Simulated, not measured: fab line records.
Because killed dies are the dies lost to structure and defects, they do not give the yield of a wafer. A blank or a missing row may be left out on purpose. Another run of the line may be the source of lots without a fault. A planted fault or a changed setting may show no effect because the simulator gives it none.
fab line records ; flow sky130
record lots=7; wafers=21; last-day=47
route steps=708 shown RES_XHIGH@339 SD_N@342 SD_P@359
lots with no fault: from the same line, run without faults
start-h: hours from the record's opening day to when the first of the lot's shown wafers began ; wait-h: hours since the lot's step before ; " as in the row above ; L1.1+2: a single row standing in for several wafers ; - either no value or no given start ; * or withheld: withheld ; < > ~ a bound
route shown NAME@n: names a module that has steps shown in the file, with the first one's number in the route ; usual: the fault-free wafers' mean and standard deviation ; same: alike in all rows ; chamber/n: place in a boat ; sites: readings site by site ; _std_site: the values' standard deviation ; _edge_site: inner sites' mean taken away from outer sites' mean ; radius-mm: how far each site lies from the wafer's centre ; mask NAME#n: copy n ; behind: the most recent tool/chamber to have shaped the wafer ; hold: cause of the lot's hold/its duration in hours/its outcome ; device: the transistor (n, p or np) that didn't switch ; end of line: at the end of the route, the tests of the same wafers ; step lacking rows: just its recipe ; killed: not the wafer's yield, but the dies lost to structure and defects at the first sort ; map: the dies of a wafer, with x for killed, . for not killed, _ for no die there
set.NAME: setting as actually run; set.NAME@STEP: the setting as run at that earlier step ; model.NAME: the simulator's own value behind a step, which no gauge read
certain route steps with their lots: each step a table, each wafer a row
services: the hour from which a tool's chamber was out of use, counted from the record's first day as start-h (under 0 if before that day), plus the number of hours and why
## steps
# step SKY_RES_XHIGH_IMPLANT_07
# recipe species=BF2; energy-kev=20; dose-cm2=3.6e+14; tilt-deg=0
# step SKY_RES_XHIGH_STRIP_08
# recipe chemistry=O2/N2; power-w=1400; pressure-mtorr=1500; platen-temp-c=withheld; o2-flow-sccm=3000; n2-flow-sccm=300; overash-fraction=0.5
# usual drypump-motor-current-A=5.8/0.51; oes-product-au=0.711/0.0048; strip-time-to-endpoint-s=14.27/0.044
lot.wafer;tool;chamber;start-h;wait-h;drypump-motor-current-A;oes-product-au;rf-hours-counter-h;strip-time-to-endpoint-s
L582.1;plasma-asher-04;0;625.41;0.1;5.9;0.707;17;14.29
L582.3;plasma-asher-04;1;625.41;0.1;5.8;0.701;-;14.32
L582.5;plasma-asher-04;1;625.41;0.1;5.7;0.708;-;14.26
L583.3;plasma-asher-04;1;628.50;0.1;5.7;0.707;-;14.37
L583.5;plasma-asher-04;1;628.50;0.1;5.7;0.712;-;14.34
L583.6;plasma-asher-04;0;628.50;0.1;5.9;0.713;-;14.36
L585.1;plasma-asher-03;1;641.86;0.1;6.3;0.720;54;14.32
L585.3;plasma-asher-03;1;641.86;0.1;6.3;0.716;-;14.32
L585.5;plasma-asher-03;0;641.86;0.1;5.2;0.704;-;14.35
L587.1;plasma-asher-02;0;658.37;0.1;5.1;0.713;93;14.26
L587.2;plasma-asher-02;1;658.37;0.1;6.5;0.710;93;14.29
L587.3;plasma-asher-02;1;658.37;0.1;6.4;0.710;-;14.31
L588.3;plasma-asher-02;1;663.74;0.1;6.4;0.700;-;14.32
L588.4;plasma-asher-02;0;663.74;0.1;5.1;0.707;-;14.31
L588.6;plasma-asher-02;1;663.74;0.1;6.4;0.713;-;14.29
L589.1;plasma-asher-03;0;674.66;0.1;5.2;0.704;58;14.30
L589.3;plasma-asher-03;1;674.66;0.1;6.3;0.710;-;14.27
L589.5;plasma-asher-03;1;674.66;0.1;6.3;0.710;-;14.32
L590.2;plasma-asher-02;1;684.61;0.1;6.4;0.705;95;14.26
L590.3;plasma-asher-02;0;684.61;0.1;5.1;0.714;-;14.23
L590.5;plasma-asher-02;1;684.61;0.1;6.4;0.718;-;14.24
# step SKY_RES_XHIGH_TW_MEAS_09
# usual RES_XHIGH_TW=1641/24
lot.wafer;tool;chamber;start-h;wait-h;RES_XHIGH_TW
L582.1;film-metro-03;-;625.51;0.1;1659
L582.3;film-metro-03;-;625.51;0.1;1668
L582.5;film-metro-03;-;625.51;0.1;1667
L583.3;film-metro-04;-;628.59;0.1;1620
L583.5;film-metro-04;-;628.59;0.1;1621
L583.6;film-metro-04;-;628.59;0.1;1611
L585.1;film-metro-03;-;641.96;0.1;1674
L585.3;film-metro-03;-;641.96;0.1;1657
L585.5;film-metro-03;-;641.96;0.1;1669
L587.1;film-metro-03;-;658.47;0.1;1665
L587.2;film-metro-03;-;658.47;0.1;1657
L587.3;film-metro-03;-;658.47;0.1;1667
L588.3;film-metro-01;-;663.83;0.1;1635
L588.4;film-metro-01;-;663.83;0.1;1649
L588.6;film-metro-01;-;663.83;0.1;1636
L589.1;film-metro-03;-;674.76;0.1;1660
L589.3;film-metro-03;-;674.76;0.1;1659
L589.5;film-metro-03;-;674.76;0.1;1655
L590.2;film-metro-04;-;684.72;0.1;1623
L590.3;film-metro-04;-;684.72;0.1;1627
L590.5;film-metro-04;-;684.72;0.1;1620
# step SKY_SD_N_DEHYDRATE_00
# recipe temp-c=200; time-s=60
# step SKY_SD_N_HMDS_01
# recipe prime-time-s=60; prime-temp-c=120
# step SKY_SD_N_COAT_02
# recipe resist=NOVOLAK; spin-rpm=3000; resist-thk-nm=1140
# step SKY_SD_N_SOFTBAKE_03
# recipe temp-c=90; time-s=60; resist=NOVOLAK
# step SKY_SD_N_EXPOSE_04
# recipe mask-id=NSDM; na=0.6; source-shape=conventional; sigma-outer=0.6; polarization=unpolarized; target-cd-nm=380; dose-mj=141
# step SKY_SD_N_PEB_05
# recipe temp-c=withheld; time-s=*; resist=NOVOLAK
# step SKY_SD_N_DEVELOP_06
# recipe resist=NOVOLAK; developer=TMAH; develop-time-s=60; dev-temp-c=23
# step SKY_SD_N_CD_MEAS_07
# recipe target-cd-nm=380
# usual cd-nm=380.9/2.8
lot.wafer;tool;chamber;start-h;wait-h;cd-nm
L582.1;cd-sem-01;-;653.66;0.1;382.0
L582.3;cd-sem-01;-;653.66;0.1;381.3
L582.5;cd-sem-01;-;653.66;0.1;379.7
L583.3;cd-sem-02;-;656.80;0.1;383.8
L583.5;cd-sem-02;-;656.80;0.1;384.5
L583.6;cd-sem-02;-;656.80;0.1;384.7
L585.1;cd-sem-01;-;668.96;0.1;380.7
L585.3;cd-sem-01;-;668.96;0.1;378.5
L585.5;cd-sem-01;-;668.96;0.1;377.9
L587.1;cd-sem-01;-;685.27;0.1;378.1
L587.2;cd-sem-01;-;685.27;0.1;378.7
L587.3;cd-sem-01;-;685.27;0.1;377.1
L588.3;cd-sem-02;-;690.30;0.1;375.9
L588.4;cd-sem-02;-;690.30;0.1;375.1
L588.6;cd-sem-02;-;690.30;0.1;376.4
L589.1;cd-sem-01;-;703.06;0.1;384.8
L589.3;cd-sem-01;-;703.06;0.1;384.8
L589.5;cd-sem-01;-;703.06;0.1;385.7
L590.2;cd-sem-01;-;713.08;0.1;383.3
L590.3;cd-sem-01;-;713.08;0.1;383.0
L590.5;cd-sem-01;-;713.08;0.1;383.8
# step SKY_SD_N_OVL_MEAS_08
# usual SD_N_OVL=-0.3/1.5
lot.wafer;tool;chamber;start-h;wait-h;SD_N_OVL[nm]
L582.1;overlay-02;-;653.78;0.1;-0.2
L582.3;overlay-02;-;653.78;0.1;-1.2
L582.5;overlay-02;-;653.78;0.1;0.6
L583.3;overlay-02;-;656.89;0.1;-1.2
L583.5;overlay-02;-;656.89;0.1;-1.0
L583.6;overlay-02;-;656.89;0.1;-0.3
L585.1;overlay-02;-;669.08;0.1;-0.1
L585.3;overlay-02;-;669.08;0.1;-1.0
L585.5;overlay-02;-;669.08;0.1;-0.9
L587.1;overlay-02;-;685.39;0.1;-2.4
L587.2;overlay-02;-;685.39;0.1;0.7
L587.3;overlay-02;-;685.39;0.1;-1.4
L588.3;overlay-01;-;690.39;0.1;-2.2
L588.4;overlay-01;-;690.39;0.1;-3.4
L588.6;overlay-01;-;690.39;0.1;-2.8
L589.1;overlay-02;-;703.18;0.1;-2.4
L589.3;overlay-02;-;703.18;0.1;-1.2
L589.5;overlay-02;-;703.18;0.1;-1.8
L590.2;overlay-02;-;713.18;0.1;1.0
L590.3;overlay-02;-;713.18;0.1;2.1
L590.5;overlay-02;-;713.18;0.1;1.0
# step SKY_SD_N_IMPLANT_09
# recipe species=As; energy-kev=50; dose-cm2=4e+15; tilt-deg=0
# usual implant-ion-amu=75/0
lot.wafer;tool;chamber;start-h;wait-h;implant-ion-amu;model.implant.rp-nm;model.implant.drp-nm
L582.1;implanter-02;0;653.81;0.0;75;32.95;14.11
L582.3;implanter-02;0;653.81;0.0;75;32.95;14.11
L582.5;implanter-02;0;653.81;0.0;75;32.95;14.11
L583.3;implanter-01;0;656.96;0.1;75;32.37;14.11
L583.5;implanter-01;0;656.96;0.1;75;32.37;14.11
L583.6;implanter-01;0;656.96;0.1;75;32.37;14.11
L585.1;implanter-02;0;669.11;0.0;75;32.39;14.11
L585.3;implanter-02;0;669.11;0.0;75;32.39;14.11
L585.5;implanter-02;0;669.11;0.0;75;32.39;14.11
L587.1;implanter-03;0;685.42;0.0;75;31.77;14.11
L587.2;implanter-03;0;685.42;0.0;75;31.77;14.11
L587.3;implanter-03;0;685.42;0.0;75;31.77;14.11
L588.3;implanter-02;0;690.46;0.1;31;60.49;25.6
L588.4;implanter-02;0;690.46;0.1;31;60.49;25.6
L588.6;implanter-02;0;690.46;0.1;31;60.49;25.6
L589.1;implanter-03;0;703.21;0.0;31;61.24;25.6
L589.3;implanter-03;0;703.21;0.0;31;61.24;25.6
L589.5;implanter-03;0;703.21;0.0;31;61.24;25.6
L590.2;implanter-03;0;713.24;0.0;31;61.23;25.6
L590.3;implanter-03;0;713.24;0.0;31;61.23;25.6
L590.5;implanter-03;0;713.24;0.0;31;61.23;25.6
# step SKY_SD_N_IMPLANT_10
# recipe species=P; energy-kev=20; dose-cm2=1e+14; tilt-deg=0
# step SKY_SD_N_STRIP_11
# recipe chemistry=O2/N2; power-w=1400; pressure-mtorr=1500; platen-temp-c=withheld; o2-flow-sccm=3000; n2-flow-sccm=300; overash-fraction=0.5
# usual drypump-motor-current-A=5.7/0.43; oes-product-au=0.528/0.0042; strip-time-to-endpoint-s=22.53/0.042
lot.wafer;tool;chamber;start-h;wait-h;drypump-motor-current-A;oes-product-au;rf-hours-counter-h;strip-time-to-endpoint-s
L582.1;plasma-asher-03;0;654.11;0.1;5.2;0.525;56;22.49
L582.3;plasma-asher-03;0;654.11;0.1;5.2;0.521;-;22.58
L582.5;plasma-asher-03;0;654.11;0.1;5.2;0.526;-;22.59
L583.3;plasma-asher-01;0;657.25;0.1;6.1;0.529;-;22.50
L583.5;plasma-asher-01;1;657.25;0.1;5.2;0.534;-;22.52
L583.6;plasma-asher-01;0;657.25;0.1;6.1;0.534;-;22.53
L585.1;plasma-asher-03;1;669.41;0.1;6.3;0.523;57;22.57
L585.3;plasma-asher-03;0;669.41;0.1;5.1;0.529;-;22.59
L585.5;plasma-asher-03;1;669.41;0.1;6.3;0.534;-;22.57
L587.1;plasma-asher-01;0;685.72;0.1;6.1;0.527;87;22.53
L587.2;plasma-asher-01;1;685.72;0.1;5.2;0.524;87;22.51
L587.3;plasma-asher-01;0;685.72;0.1;6.1;0.521;-;22.52
L588.3;plasma-asher-03;1;690.75;0.1;6.3;0.493;-;25.10
L588.4;plasma-asher-03;0;690.75;0.1;5.2;0.492;-;25.16
L588.6;plasma-asher-03;0;690.75;0.1;5.2;0.502;-;25.10
L589.1;plasma-asher-03;1;703.51;0.1;6.3;0.491;61;25.08
L589.3;plasma-asher-03;1;703.51;0.1;6.3;0.501;-;25.14
L589.5;plasma-asher-03;1;703.51;0.1;6.3;0.505;-;25.11
L590.2;plasma-asher-04;0;713.51;0.1;5.9;0.498;26;25.14
L590.3;plasma-asher-04;0;713.51;0.1;5.9;0.501;-;25.12
L590.5;plasma-asher-04;0;713.51;0.1;5.9;0.491;-;25.16
# step SKY_SD_N_TW_MEAS_12
# usual SD_N_TW=3987/48
lot.wafer;tool;chamber;start-h;wait-h;SD_N_TW
L582.1;film-metro-01;-;654.21;0.1;3988
L582.3;film-metro-01;-;654.21;0.1;3995
L582.5;film-metro-01;-;654.21;0.1;4009
L583.3;film-metro-04;-;657.33;0.1;3927
L583.5;film-metro-04;-;657.33;0.1;3920
L583.6;film-metro-04;-;657.33;0.1;3920
L585.1;film-metro-03;-;669.51;0.1;4029
L585.3;film-metro-03;-;669.51;0.1;4015
L585.5;film-metro-03;-;669.51;0.1;4036
L587.1;film-metro-01;-;685.82;0.1;3979
L587.2;film-metro-01;-;685.82;0.1;3971
L587.3;film-metro-01;-;685.82;0.1;3953
L588.3;film-metro-01;-;690.83;0.1;4437
L588.4;film-metro-01;-;690.83;0.1;4451
L588.6;film-metro-01;-;690.83;0.1;4422
L589.1;film-metro-03;-;703.61;0.1;4483
L589.3;film-metro-03;-;703.61;0.1;4462
L589.5;film-metro-03;-;703.61;0.1;4472
L590.2;film-metro-03;-;713.62;0.1;4481
L590.3;film-metro-03;-;713.62;0.1;4480
L590.5;film-metro-03;-;713.62;0.1;4463
# step SKY_SD_N_CLEAN_13
# recipe chemistry=SC1/SC2; mix=1:4:20; temp-c=70; time-s=150; dry=n2-spin
# step SKY_SD_N_RTA_14
# recipe temp-c=1075; time-s=2; idle-temp-c=650; ramp-up-c-per-s=150; ramp-down-c-per-s=90; ambient=N2
# usual lamp-power-pct=15.74/0.058; wafer_temp_C_max=1078.1/1.3
lot.wafer;tool;chamber;start-h;wait-h;lamp-power-pct;wafer_temp_C_max
L582.1;rtp-anneal-02;0;654.33;0.0;15.80;1076.5
L582.3;rtp-anneal-02;0;654.33;0.0;15.80;1076.9
L582.5;rtp-anneal-02;0;654.33;0.0;15.73;1076.3
L583.3;rtp-anneal-01;0;657.44;0.0;15.66;1078.5
L583.5;rtp-anneal-01;0;657.44;0.0;15.72;1080.7
L583.6;rtp-anneal-01;0;657.44;0.0;15.81;1078.3
L585.1;rtp-anneal-01;0;669.62;0.0;15.79;1076.6
L585.3;rtp-anneal-01;0;669.62;0.0;15.88;1079.0
L585.5;rtp-anneal-01;0;669.62;0.0;15.75;1080.3
L587.1;rtp-anneal-01;0;685.93;0.0;15.67;1078.0
L587.2;rtp-anneal-01;0;685.93;0.0;15.67;1076.5
L587.3;rtp-anneal-01;0;685.93;0.0;15.75;1077.4
L588.3;rtp-anneal-02;0;690.94;0.0;15.77;1078.4
L588.4;rtp-anneal-02;0;690.94;0.0;15.71;1077.9
L588.6;rtp-anneal-02;0;690.94;0.0;15.85;1078.1
L589.1;rtp-anneal-01;0;703.73;0.0;15.64;1079.2
L589.3;rtp-anneal-01;0;703.73;0.0;15.72;1076.8
L589.5;rtp-anneal-01;0;703.73;0.0;15.62;1079.1
L590.2;rtp-anneal-02;0;713.73;0.0;15.80;1076.1
L590.3;rtp-anneal-02;0;713.73;0.0;15.72;1076.7
L590.5;rtp-anneal-02;0;713.73;0.0;15.65;1077.5
# step SKY_SD_N_RS_MEAS_16
# recipe thk-meas-gauge=four-point-probe
# usual SD_N_RS=68.49/0.12
lot.wafer;tool;chamber;start-h;wait-h;SD_N_RS[ohm/sq]
L582.1;film-metro-04;-;654.55;0.1;68.52
L582.3;film-metro-04;-;654.55;0.1;68.28
L582.5;film-metro-04;-;654.55;0.1;68.31
L583.3;film-metro-04;-;657.64;0.1;68.66
L583.5;film-metro-04;-;657.64;0.1;68.59
L583.6;film-metro-04;-;657.64;0.1;68.54
L585.1;film-metro-01;-;669.80;0.1;68.47
L585.3;film-metro-01;-;669.80;0.1;68.41
L585.5;film-metro-01;-;669.80;0.1;68.27
L587.1;film-metro-03;-;686.10;0.1;68.54
L587.2;film-metro-03;-;686.10;0.1;68.63
L587.3;film-metro-03;-;686.10;0.1;68.77
L588.3;film-metro-03;-;691.14;0.1;30.48
L588.4;film-metro-03;-;691.14;0.1;30.53
L588.6;film-metro-03;-;691.14;0.1;30.58
L589.1;film-metro-04;-;703.90;0.1;30.62
L589.3;film-metro-04;-;703.90;0.1;30.60
L589.5;film-metro-04;-;703.90;0.1;30.57
L590.2;film-metro-01;-;713.92;0.1;30.61
L590.3;film-metro-01;-;713.92;0.1;30.62
L590.5;film-metro-01;-;713.92;0.1;30.54
# step SKY_SD_N_RS_MEAS_17
# recipe thk-meas-gauge=four-point-probe
# usual SD_P_RS=146.9/0.37
lot.wafer;tool;chamber;start-h;wait-h;SD_P_RS[ohm/sq]
L582.1;film-metro-04;-;654.67;0.1;147.2
L582.3;film-metro-04;-;654.67;0.1;146.7
L582.5;film-metro-04;-;654.67;0.1;146.7
L583.3;film-metro-04;-;657.76;0.1;147.3
L583.5;film-metro-04;-;657.76;0.1;147.3
L583.6;film-metro-04;-;657.76;0.1;147.0
L585.1;film-metro-01;-;669.92;0.1;146.8
L585.3;film-metro-01;-;669.92;0.1;146.7
L585.5;film-metro-01;-;669.92;0.1;146.1
L587.1;film-metro-03;-;686.22;0.1;147.2
L587.2;film-metro-03;-;686.22;0.1;147.2
L587.3;film-metro-03;-;686.22;0.1;147.5
L588.3;film-metro-03;-;691.26;0.1;146.6
L588.4;film-metro-03;-;691.26;0.1;146.7
L588.6;film-metro-03;-;691.26;0.1;146.6
L589.1;film-metro-04;-;704.02;0.1;147.3
L589.3;film-metro-04;-;704.02;0.1;147.0
L589.5;film-metro-04;-;704.02;0.1;146.7
L590.2;film-metro-01;-;714.04;0.1;147.2
L590.3;film-metro-01;-;714.04;0.1;147.5
L590.5;film-metro-01;-;714.04;0.1;146.9
## services
tool;chamber;start-h;hours;kind
implanter-01;-;606.06;1.5;repair
plasma-asher-04;-;612.39;9.5;repair
plasma-asher-01;-;612.99;1.9;repair
plasma-asher-03;-;617.43;2.5;repair
plasma-asher-03;-;624.39;2.8;pm
implanter-02;-;639.32;4.3;pm
implanter-02;-;643.61;1.9;pm
rtp-anneal-02;-;648.64;0.8;pm
plasma-asher-01;-;696.23;2.8;pm
## key
first-sign step=SKY_SD_N_IMPLANT_09; reading=implant-ion-amu; direction=down; sigmas=99+; usual=75; struck=31
effect step=SKY_SD_N_STRIP_11; reading=strip-time-to-endpoint-s; direction=up; sigmas=61; usual=*; struck=*
effect step=SKY_SD_N_TW_MEAS_12; reading=SD_N_TW; direction=up; sigmas=9.9; usual=3987; struck=4461
effect step=SKY_SD_N_RS_MEAS_16; reading=SD_N_RS; direction=down; sigmas=99+; usual=68.49; struck=30.57
model-effect step=SKY_SD_N_IMPLANT_09; value=implant.rp-nm; without=32.35; struck=60.99
met-at SKY_SD_N_IMPLANT_09
struck-wafers L588.3,L588.4,L588.6,L589.1,L589.3,L589.5,L590.2,L590.3,L590.5
tester-left-out L588,L589,L590
onset-between 685.42 690.46
fault kind=wrong-recipe-download; tool=implanter-01,implanter-02,implanter-03; chamber=-; onset-h=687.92; steps=SKY_SD_N_IMPLANT_09; wrong-recipe.not-listed=1
# tester-left-out: of these lots the tester's yield and bins aren't shown, on N5 and GAA mostly nor the transistor test; their killed dies are dies lost to structure and defects alone, not to doping, threshold or leakage, so they don't give the yield
